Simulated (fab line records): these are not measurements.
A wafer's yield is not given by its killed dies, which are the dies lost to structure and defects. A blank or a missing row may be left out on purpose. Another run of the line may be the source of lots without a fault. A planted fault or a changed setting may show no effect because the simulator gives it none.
fab line records	flow sky130	part 1 of 2: steps 1 to 30 of 31
record: lots: 6	wafers: 18	last-day: 49
route steps=708 shown FIELD_ISO@1 PAD_OPEN@708
lots that met no fault: taken from a fault-free run of the same line
start-h: the number of hours between the record's first day and the start of the first shown wafer of the lot	wait-h: hours since the lot's step before	" as in the row above	L1.1+2: a single row standing in for several wafers	- either no value or no given start	* or withheld: withheld	< > ~ a bound
route shown NAME@n: names a module that has steps shown in the file, with the first one's number in the route	usual: mean and standard deviation over wafers with no fault	same: alike in all rows	chamber/n: place in a boat	sites: readings site by site	_std_site: their standard deviation	_edge_site: mean of outer sites minus mean of inner sites	radius-mm: for every site, how far away it sits from the centre of the wafer	mask NAME#n: copy n	behind: the tool/chamber that last shaped the wafer	hold: why the lot was held/for how many hours/how that ended	device: names the non-switching transistor (n, p or np)	end of line: tests of these same wafers at the route's end	a step given without rows: its recipe and nothing more	killed: not the wafer's yield, but the dies lost to structure and defects at the first sort	map: the dies of a wafer, with x for killed, . for not killed, _ for no die there
set.NAME: the setting as run; set.NAME@STEP: as run at that earlier step	model.NAME: the simulator's own value behind a step, which no gauge read
lots at selected steps of the route; one table per step, one row per wafer
services: the hour from which a tool's chamber was out of use, counted from the record's first day as start-h (under 0 if before that day), plus the number of hours and why
== steps ==
step: SKY_FIELD_ISO_BOW_MEAS_00
recipe: mode: bow
usual: INCOMING_BOW: 1/7.3
lot.wafer	tool	chamber	start-h	wait-h	INCOMING_BOW[um]
L177.1	film-metro-04	-	30.00	-	2
L177.2	"	-	"	"	-2
L177.4	"	-	"	"	17
L179.3	film-metro-01	-	40.04	-	11
L179.4	"	-	"	"	-5
L179.6	"	-	"	"	-8
L186.1	film-metro-01	-	75.00	-	6
L186.3	"	-	"	"	-1
L186.5	"	-	"	"	-2
L191.3	film-metro-01	-	100.04	-	4
L191.4	"	-	"	"	8
L191.5	"	-	"	"	-13
L192.1	film-metro-01	-	105.00	-	10
L192.2	"	-	"	"	-3
L192.6	"	-	"	"	3
L193.1	film-metro-01	-	110.00	-	4
L193.2	"	-	"	"	7
L193.6	"	-	"	"	-2
step: SKY_FIELD_ISO_OXIDATION_01
recipe: temp-c: 900	ambient: O2	stabilise-s: 600	purge-s: 300	target-thk-a: 120	ox-time-s: 1843
step: SKY_FIELD_ISO_THK_MEAS_02
recipe: reads: SiO2_of_FIELD_ISO_OXIDATION_01
usual: FIELD_ISO_OXIDATION_00_THK: 11.96/0.2
lot.wafer	tool	chamber	start-h	wait-h	FIELD_ISO_OXIDATION_00_THK[nm]
L177.1	film-metro-04	-	31.63	0.0	11.95
L177.2	"	-	"	"	12.05
L177.4	"	-	"	"	12.15
L179.3	film-metro-04	-	44.37	0.0	11.93
L179.4	"	-	"	"	11.73
L179.6	"	-	"	"	11.75
L186.1	film-metro-01	-	77.21	0.0	12.05
L186.3	"	-	"	"	12.47
L186.5	"	-	"	"	12.21
L191.3	film-metro-03	-	102.44	0.0	12.17
L191.4	"	-	"	"	12.10
L191.5	"	-	"	"	12.06
L192.1	film-metro-03	-	108.13	0.0	12.33
L192.2	"	-	"	"	12.07
L192.6	"	-	"	"	12.23
L193.1	film-metro-03	-	112.07	0.0	12.33
L193.2	"	-	"	"	12.27
L193.6	"	-	"	"	12.12
step: SKY_FIELD_ISO_CVD_03
recipe: material: Si3N4	precursor: DCS/NH3	target-thk-nm: 165	temp-c: 770	time-s: 2830	pressure-mtorr: 250
usual: spike-tc-centre-C: 770.2/1.5	spike-tc-top-C: 787.3/3	spike-tc-upper-C: 769.7/1	zone-power-centre-pct: 15.3/1.3	zone-power-lower-pct: 13.9/0.73	zone-power-top-pct: 24.2/0.35	zone-power-upper-pct: 13.50/0.26
lot.wafer	tool	chamber	start-h	wait-h	spike-tc-centre-C	spike-tc-top-C	spike-tc-upper-C	zone-power-centre-pct	zone-power-lower-pct	zone-power-top-pct	zone-power-upper-pct	model.Si3N4_of_FIELD_ISO_CVD_03.thk-nm
L177.1	lpcvd-02	0	31.69	0.1	769.8	787.4	770.1	15.9	13.4	23.4	13.48	164.7
L177.2	"	0	"	"	768.8	789.5	769.4	16.2	13.6	24.1	13.47	165.8
L177.4	"	0	"	"	768.7	787.8	769.0	16.2	13.4	24.3	13.27	165.7
L179.3	lpcvd-02	0	44.93	0.6	768.3	788.6	770.1	16.4	13.6	24.4	13.30	163.4
L179.4	"	0	"	"	766.8	789.4	769.0	16.2	13.4	24.1	13.52	164
L179.6	"	0	"	"	769.3	790.1	770.6	16.2	13.5	24.6	13.32	164.7
L186.1	lpcvd-02	0	77.56	0.3	771.0	788.4	770.2	16.2	13.5	24.3	13.38	165.2
L186.3	"	0	"	"	770.0	790.5	770.3	16.3	13.4	24.1	13.03	165.8
L186.5	"	0	"	"	770.5	790.5	771.4	16.2	13.3	23.9	13.35	165
L191.3	lpcvd-02	0	103.63	1.2	769.0	788.6	768.5	16.4	13.7	23.9	13.48	165.6
L191.4	"	0	"	"	769.9	789.8	772.3	16.1	13.4	24.0	13.38	167.2
L191.5	"	0	"	"	769.0	788.4	770.2	15.9	13.6	23.9	13.43	166.9
L192.1	lpcvd-02	0	108.19	0.1	777.6	802.5	706.4	25.9	12.7	33.9	0.01	159
L192.2	"	0	"	"	777.8	798.4	706.6	26.3	12.5	33.8	0.01	152.6
L192.6	"	0	"	"	776.8	800.7	705.0	26.1	12.5	34.7	0.01	115.9
L193.1	lpcvd-02	0	112.73	0.6	777.7	796.7	706.6	26.2	12.4	33.6	0.01	164.3
L193.2	"	0	"	"	775.2	801.0	705.4	26.0	12.6	34.0	0.01	164.6
L193.6	"	0	"	"	777.3	800.9	703.9	26.2	12.4	34.4	0.01	159.5
step: SKY_FIELD_ISO_THK_MEAS_04
recipe: reads: Si3N4_of_FIELD_ISO_CVD_03
usual: FIELD_ISO_CVD_03_THK: 164.7/1.7
lot.wafer	tool	chamber	start-h	wait-h	FIELD_ISO_CVD_03_THK[nm]
L177.1	film-metro-03	-	33.48	0.0	164.6
L177.2	"	-	"	"	165.8
L177.4	"	-	"	"	165.7
L179.3	film-metro-03	-	47.63	0.0	163.4
L179.4	"	-	"	"	164.0
L179.6	"	-	"	"	164.7
L186.1	film-metro-03	-	79.35	0.0	165.2
L186.3	"	-	"	"	165.8
L186.5	"	-	"	"	165.0
L191.3	film-metro-01	-	105.44	0.0	165.5
L191.4	"	-	"	"	167.2
L191.5	"	-	"	"	167.0
L192.1	film-metro-03	-	109.98	0.0	159.0
L192.2	"	-	"	"	152.5
L192.6	"	-	"	"	115.9
L193.1	film-metro-03	-	114.51	0.0	164.4
L193.2	"	-	"	"	164.7
L193.6	"	-	"	"	159.4
step: SKY_FIELD_ISO_DEHYDRATE_05
recipe: temp-c: 200	time-s: 60
step: SKY_FIELD_ISO_HMDS_06
recipe: prime-time-s: 60	prime-temp-c: 120
step: SKY_FIELD_ISO_COAT_07
recipe: resist: BARC	temp-c: withheld	time-s: withheld	spin-rpm: 3000	resist-thk-nm: 60
step: SKY_FIELD_ISO_COAT_08
recipe: resist: KrF-thick	spin-rpm: 3000	resist-thk-nm: 450
step: SKY_FIELD_ISO_SOFTBAKE_09
recipe: temp-c: 100	time-s: 90	resist: KrF-thick
step: SKY_FIELD_ISO_EXPOSE_10
recipe: mask-id: FOM	na: 0.68	source-shape: annular	sigma-inner: 0.4	sigma-outer: 0.8	target-cd-nm: 150	dose-mj: 28
step: SKY_FIELD_ISO_PEB_11
recipe: peb-temp-c: withheld	peb-time-s: withheld	resist: KrF-thick
step: SKY_FIELD_ISO_DEVELOP_12
recipe: develop-time-s: 60	resist: KrF-thick	dev-temp-c: 21
step: SKY_FIELD_ISO_CD_MEAS_13
recipe: target-cd-nm: 150
usual: cd-nm: 150.2/1.2
lot.wafer	tool	chamber	start-h	wait-h	cd-nm
L177.1	cd-sem-02	-	48.50	-	148.2
L177.2	"	-	"	"	149.3
L177.4	"	-	"	"	149.4
L179.3	cd-sem-01	-	62.60	-	150.2
L179.4	"	-	"	"	150.6
L179.6	"	-	"	"	150.6
L186.1	cd-sem-01	-	96.50	-	151.3
L186.3	"	-	"	"	151.7
L186.5	"	-	"	"	150.6
L191.3	cd-sem-01	-	122.96	-	151.1
L191.4	"	-	"	"	150.6
L191.5	"	-	"	"	152.5
L192.1	cd-sem-02	-	127.89	-	151.4
L192.2	"	-	"	"	149.8
L192.6	"	-	"	"	150.2
L193.1	cd-sem-01	-	133.27	-	151.7
L193.2	"	-	"	"	149.8
L193.6	"	-	"	"	150.1
step: SKY_FIELD_ISO_ETCH_14
recipe: chemistry: N2/H2	target: BARC	ion-energy-ev: 200	source-w: 500	bias-w: 100	pressure-mtorr: 30	n2-flow-sccm: 100	h2-flow-sccm: 200	stop-on: SiO2	time-s: 45.9	target-depth-a: 600
usual: bias-w: 99.95/0.28	drypump-motor-current-A: 6.0/0.38	oes-product-au: 0.855/0.005	throttle-valve-pct: 13.225/0.0093
lot.wafer	tool	chamber	start-h	wait-h	bias-w	drypump-motor-current-A	oes-product-au	rf-hours-counter-h	throttle-valve-pct
L177.1	rie-diel-03	1	48.62	0.1	100.10	6.0	0.858	117	13.234
L177.2	"	2	"	"	100.14	5.5	0.851	149	13.243
L177.4	"	3	"	"	100.08	6.5	0.860	27	13.234
L179.3	rie-diel-03	0	62.68	0.1	99.85	6.2	0.851	107	13.235
L179.4	"	2	"	"	100.02	5.5	0.858	149	13.237
L179.6	"	1	"	"	99.92	6.0	0.857	-	13.214
L186.1	rie-diel-04	1	96.62	0.1	99.76	5.5	0.855	58	13.233
L186.3	"	3	"	"	99.50	6.4	0.854	89	13.233
L186.5	"	3	"	"	99.72	6.3	0.854	-	13.231
L191.3	rie-diel-03	0	123.04	0.1	100.23	6.2	0.849	109	13.222
L191.4	"	2	"	"	100.38	5.6	0.854	150	13.216
L191.5	"	2	"	"	100.45	5.6	0.856	-	13.231
L192.1	rie-diel-03	2	128.01	0.1	100.00	5.5	0.855	150	13.221
L192.2	"	3	"	"	100.21	6.4	0.857	28	13.200
L192.6	"	0	"	"	100.04	6.2	0.862	-	13.235
L193.1	rie-diel-04	1	133.39	0.1	100.33	5.5	0.853	58	13.210
L193.2	"	2	"	"	99.90	5.5	0.858	1	13.216
L193.6	"	2	"	"	100.09	5.5	0.857	-	13.220
step: SKY_FIELD_ISO_ETCH_15
recipe: chemistry: CHF3/O2	target-depth-nm: 180	stop-on: Si	source-w: 600	bias-w: 200	pressure-mtorr: 40	chf3-flow-sccm: 50	O2_flow_sccm: 5	time-s: 72
usual: bias-w: 200.0/0.58	drypump-motor-current-A: 6.0/0.38	oes-product-au: 0.945/0.0072	throttle-valve-pct: 8.843/0.0089
lot.wafer	tool	chamber	start-h	wait-h	bias-w	drypump-motor-current-A	oes-product-au	rf-hours-counter-h	throttle-valve-pct	model.etch.depth-nm
L177.1	rie-diel-03	1	48.66	0.0	200.8	6.0	0.947	117	8.847	164.7
L177.2	"	2	"	"	200.8	5.5	0.943	149	8.835	165.8
L177.4	"	3	"	"	200.9	6.4	0.947	27	8.846	165.7
L179.3	rie-diel-03	0	62.73	0.0	199.0	6.2	0.938	107	8.843	163.4
L179.4	"	2	"	"	200.1	5.5	0.936	149	8.845	164
L179.6	"	1	"	"	199.5	6.0	0.944	-	8.860	164.7
L186.1	rie-diel-04	1	96.66	0.0	198.9	5.5	0.943	58	8.841	165.2
L186.3	"	3	"	"	199.5	6.3	0.943	89	8.827	165.8
L186.5	"	3	"	"	200.4	6.3	0.942	-	8.845	165
L191.3	rie-diel-03	0	123.08	0.0	200.2	6.2	0.944	109	8.857	165.6
L191.4	"	2	"	"	199.1	5.6	0.954	150	8.845	167.2
L191.5	"	2	"	"	198.8	5.6	0.953	-	8.841	166.9
L192.1	rie-diel-03	2	128.06	0.0	200.1	5.5	0.921	150	8.848	159
L192.2	"	3	"	"	200.0	6.4	0.904	28	8.837	152.6
L192.6	"	0	"	"	201.0	6.2	0.784	-	8.785	115.9
L193.1	rie-diel-04	1	133.43	0.0	200.7	5.5	0.952	58	8.850	164.3
L193.2	"	2	"	"	200.2	5.4	0.946	1	8.838	164.6
L193.6	"	2	"	"	200.3	5.5	0.928	-	8.831	159.5
step: SKY_FIELD_ISO_STRIP_16
recipe: chemistry: O2/N2	power-w: 1400	pressure-mtorr: 1500	platen-temp-c: withheld	o2-flow-sccm: 3000	n2-flow-sccm: 300	overash-fraction: 0.5
usual: drypump-motor-current-A: 5.9/0.47	oes-product-au: 0.380/0.0047	strip-time-to-endpoint-s: 3.57/0.038
lot.wafer	tool	chamber	start-h	wait-h	drypump-motor-current-A	oes-product-au	rf-hours-counter-h	strip-time-to-endpoint-s
L177.1	plasma-asher-04	0	48.71	0.0	5.2	0.379	35	3.53
L177.2	"	1	"	"	5.9	0.376	35	3.60
L177.4	"	0	"	"	5.2	0.375	-	3.56
L179.3	plasma-asher-04	0	62.82	0.1	5.2	0.383	-	3.56
L179.4	"	1	"	"	5.9	0.377	-	3.57
L179.6	"	0	"	"	5.2	0.380	-	3.58
L186.1	plasma-asher-04	0	96.71	0.0	5.2	0.380	40	3.58
L186.3	"	1	"	"	5.9	0.373	-	3.60
L186.5	"	1	"	"	5.9	0.377	-	3.62
L191.3	plasma-asher-01	0	123.17	0.1	5.8	0.376	-	3.59
L191.4	"	1	"	"	6.7	0.381	-	3.59
L191.5	"	1	"	"	6.8	0.380	-	3.63
L192.1	plasma-asher-02	1	128.11	0.0	5.7	0.387	1	3.61
L192.2	"	0	"	"	5.9	0.383	1	3.63
L192.6	"	0	"	"	5.9	0.389	-	3.62
L193.1	plasma-asher-04	1	133.48	0.0	5.9	0.392	43	3.63
L193.2	"	0	"	"	5.2	0.376	43	3.59
L193.6	"	1	"	"	5.9	0.378	-	3.59
step: SKY_FIELD_ISO_ETCH_17
recipe: target-depth-a: 3420	mask-material: Si3N4	chemistry: HBr/Cl2/O2	target: Si	taper-deg: 5	icp-w: 600	bias-w: 150	pressure-mtorr: 15	HBr_flow_sccm: 150	Cl2_flow_sccm: 40	O2_flow_sccm: 6	time-s: 97.7
usual: bias-w: 150.0/0.45	drypump-motor-current-A: 5.6/0.43	oes-product-au: 1.000/0.011	throttle-valve-pct: 25.656/0.013
lot.wafer	tool	chamber	start-h	wait-h	bias-w	drypump-motor-current-A	oes-product-au	rf-hours-counter-h	throttle-valve-pct
L177.1	rie-si-01	1	48.81	0.1	150.2	5.0	1.010	157	25.654
L177.2	"	3	"	"	150.0	5.8	0.999	0	25.654
L177.4	"	2	"	"	150.2	5.8	0.984	26	25.656
L179.3	rie-si-02	1	62.88	0.0	150.3	5.5	0.999	22	25.647
L179.4	"	3	"	"	149.4	5.0	0.998	36	25.651
L179.6	"	1	"	"	149.8	5.5	1.002	-	25.650
L186.1	rie-si-02	1	96.81	0.1	150.2	5.5	0.998	22	25.670
L186.3	"	3	"	"	149.7	5.1	0.992	36	25.652
L186.5	"	3	"	"	150.3	5.1	0.992	-	25.660
L191.3	rie-si-02	0	123.23	0.0	149.8	6.1	0.994	1	25.642
L191.4	"	2	"	"	150.0	5.4	1.001	118	25.669
L191.5	"	2	"	"	149.9	5.3	0.995	-	25.659
L192.1	rie-si-01	1	128.21	0.1	150.3	5.0	0.988	1	25.665
L192.2	"	0	"	"	150.1	6.2	1.013	46	25.636
L192.6	"	3	"	"	150.3	5.8	1.000	-	25.660
L193.1	rie-si-02	1	133.58	0.1	150.4	5.5	0.990	23	25.655
L193.2	"	2	"	"	149.8	5.3	1.007	118	25.665
L193.6	"	3	"	"	150.3	5.1	0.998	-	25.646
step: SKY_FIELD_ISO_WET_ETCH_18
recipe: chemistry: H3PO4	target-depth-nm: 25	temp-c: 160	target: Si3N4	time-s: 286
step: SKY_FIELD_ISO_CLEAN_19
recipe: chemistry: SC1/SC2	mix: 1:4:20	temp-c: 70	time-s: 150
step: SKY_FIELD_ISO_CLEAN_20
recipe: chemistry: dHF	time-s: 20	dilution: 100:1
step: SKY_FIELD_ISO_WET_ETCH_21
recipe: chemistry: dHF	dilution: 100:1	target-depth-nm: 20	dry: ipa-marangoni	target: SiO2	temp-c: 25	time-s: 400
step: SKY_FIELD_ISO_OXIDATION_22
recipe: temp-c: 950	ambient: O2	stabilise-s: 600	purge-s: 300	target-thk-a: 100	ox-time-s: 623
step: SKY_FIELD_ISO_THK_MEAS_23
recipe: reads: SiO2_of_FIELD_ISO_OXIDATION_22
usual: FIELD_ISO_OXIDATION_01_THK: 10.03/0.18
lot.wafer	tool	chamber	start-h	wait-h	FIELD_ISO_OXIDATION_01_THK[nm]
L177.1	film-metro-01	-	56.70	0.0	9.71
L177.2	"	-	"	"	9.87
L177.4	"	-	"	"	9.91
L179.3	film-metro-01	-	68.86	0.0	9.72
L179.4	"	-	"	"	9.84
L179.6	"	-	"	"	9.69
L186.1	film-metro-03	-	99.21	0.0	9.76
L186.3	"	-	"	"	9.96
L186.5	"	-	"	"	9.77
L191.3	film-metro-01	-	124.78	0.0	10.32
L191.4	"	-	"	"	10.30
L191.5	"	-	"	"	10.24
L192.1	film-metro-03	-	130.56	0.0	9.92
L192.2	"	-	"	"	9.89
L192.6	"	-	"	"	9.88
L193.1	film-metro-03	-	135.50	0.0	10.30
L193.2	"	-	"	"	9.97
L193.6	"	-	"	"	10.14
step: SKY_FIELD_ISO_CVD_24
recipe: material: SiO2	target-thk-nm: 595	temp-c: 650	sigma-open-frac: 0.3	time-s: 99.2	sih4-flow-sccm: 60	pressure-mtorr: 6
step: SKY_FIELD_ISO_THK_MEAS_25
recipe: reads: SiO2_of_FIELD_ISO_CVD_24
usual: FIELD_ISO_CVD_24_THK: 595/7.2
lot.wafer	tool	chamber	start-h	wait-h	FIELD_ISO_CVD_24_THK[nm]
L177.1	film-metro-03	-	56.83	0.0	603
L177.2	"	-	"	"	605
L177.4	"	-	"	"	597
L179.3	film-metro-03	-	69.00	0.1	601
L179.4	"	-	"	"	592
L179.6	"	-	"	"	594
L186.1	film-metro-01	-	99.35	0.0	604
L186.3	"	-	"	"	598
L186.5	"	-	"	"	597
L191.3	film-metro-03	-	124.92	0.1	597
L191.4	"	-	"	"	605
L191.5	"	-	"	"	594
L192.1	film-metro-01	-	130.69	0.0	584
L192.2	"	-	"	"	590
L192.6	"	-	"	"	593
L193.1	film-metro-01	-	135.63	0.0	607
L193.2	"	-	"	"	595
L193.6	"	-	"	"	605
step: SKY_FIELD_ISO_ANNEAL_26
recipe: temp-c: 1000	time-s: 1800	ambient: N2
step: SKY_FIELD_ISO_CMP_27
recipe: stop-on: Si3N4	t-overpolish-s: 16	down-force-psi: 4	platen-rpm: 60	target-thk-nm: 457.8	pad-velocity-m-s: 0.94248
usual: motor-current-A: 12.0/0.91
lot.wafer	tool	chamber	start-h	wait-h	motor-current-A
L177.1	cmp-01	3	60.01	0.3	12.3
L177.4	"	1	"	"	13.2
L177.2	"	2	"	"	10.7
L179.4	cmp-02	0	71.64	0.1	12.5
L179.3	"	2	"	"	13.1
L179.6	"	3	"	"	12.8
L186.3	cmp-02	1	101.01	0.1	12.0
L186.1	"	2	"	"	12.8
L186.5	"	3	"	"	12.4
L191.3	cmp-01	2	126.46	0.0	11.2
L191.4	"	1	"	"	13.2
L191.5	"	3	"	"	12.7
L192.1	cmp-01	2	133.13	0.0	10.4
L192.2	"	0	"	"	11.0
L192.6	"	2	"	"	10.5
L193.1	cmp-01	0	138.39	0.0	11.2
L193.2	"	1	"	"	13.0
L193.6	"	1	"	"	13.4
step: SKY_FIELD_ISO_WET_ETCH_28
recipe: chemistry: dHF	target-depth-nm: 23.7	target: SiO2	dilution: 10:1	temp-c: 25	time-s: 47
lot.wafer	tool	chamber	start-h	wait-h	model.Si3N4_of_FIELD_ISO_CVD_03.thk-nm
L177.1	wet-bench-01	1	60.31	0.2	118.8
L177.2+4	"	1	"	"	120.2
L179.3	wet-bench-01	3	71.89	0.1	117.6
L179.4	"	3	"	"	118.2
L179.6	"	3	"	"	119
L186.1+5	wet-bench-02	1	101.21	0.1	119.4
L186.3	"	1	"	"	120
L191.3	wet-bench-01	1	126.76	0.2	120.2
L191.4	"	1	"	"	121.7
L191.5	"	1	"	"	121.3
L192.1	wet-bench-02	3	133.43	0.2	113.2
L192.2	"	3	"	"	106.2
L192.6	"	3	"	"	69.99
L193.1+2	wet-bench-03	2	138.69	0.2	118.1
L193.6	"	2	"	"	112.8
step: SKY_FIELD_ISO_WET_ETCH_29
recipe: chemistry: H3PO4	target-depth-nm: 160	target: Si3N4	temp-c: 160	time-s: 1825
== key ==
first-sign: step: SKY_FIELD_ISO_CVD_03	reading: spike-tc-upper-C	direction: down	sigmas: 62	usual: 769.7	struck: 705.7
effect: step: SKY_FIELD_ISO_CVD_03	reading: zone-power-upper-pct	direction: down	sigmas: 52	usual: 13.50	struck: 0.01
effect: step: SKY_FIELD_ISO_THK_MEAS_04	reading: FIELD_ISO_CVD_03_THK	direction: down	sigmas: 7	usual: 164.7	struck: 152.7	wafers-moved: 4
effect: step: SKY_FIELD_ISO_ETCH_15	reading: oes-product-au	direction: down	sigmas: 5.5	usual: 0.945	struck: 0.906	wafers-moved: 4
model-effect: step: SKY_FIELD_ISO_CVD_03	value: Si3N4_of_FIELD_ISO_CVD_03.thk-nm	without: 167.2	struck: 152.7
model-effect: step: SKY_FIELD_ISO_ETCH_15	value: etch.depth-nm	without: 167.2	struck: 152.7
model-effect: step: SKY_FIELD_ISO_WET_ETCH_28	value: Si3N4_of_FIELD_ISO_CVD_03.thk-nm	without: 121	struck: 106.4
model-effect: step: SKY_PAD_OPEN_PROBE_99	value: etest.pfet_16v.r-on-ohm-um	without: 1.52e+04	struck: 1.475e+04
met-at SKY_FIELD_ISO_CVD_03
struck-wafers L192.1,L192.2,L192.6,L193.1,L193.2,L193.6
tester-left-out L192,L193
onset-between 103.63 108.19
fault: kind: process-parameter-drift	tool: lpcvd-02	chamber: -	onset-h: 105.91	steps: SKY_FIELD_ISO_CVD_03	channel: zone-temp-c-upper	offset: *	shape: step	end-h: 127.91
tester-left-out: of these lots the tester's yield and bins aren't shown, on N5 and GAA mostly nor the transistor test; their killed dies are dies lost to structure and defects alone, not to doping, threshold or leakage, so they don't give the yield
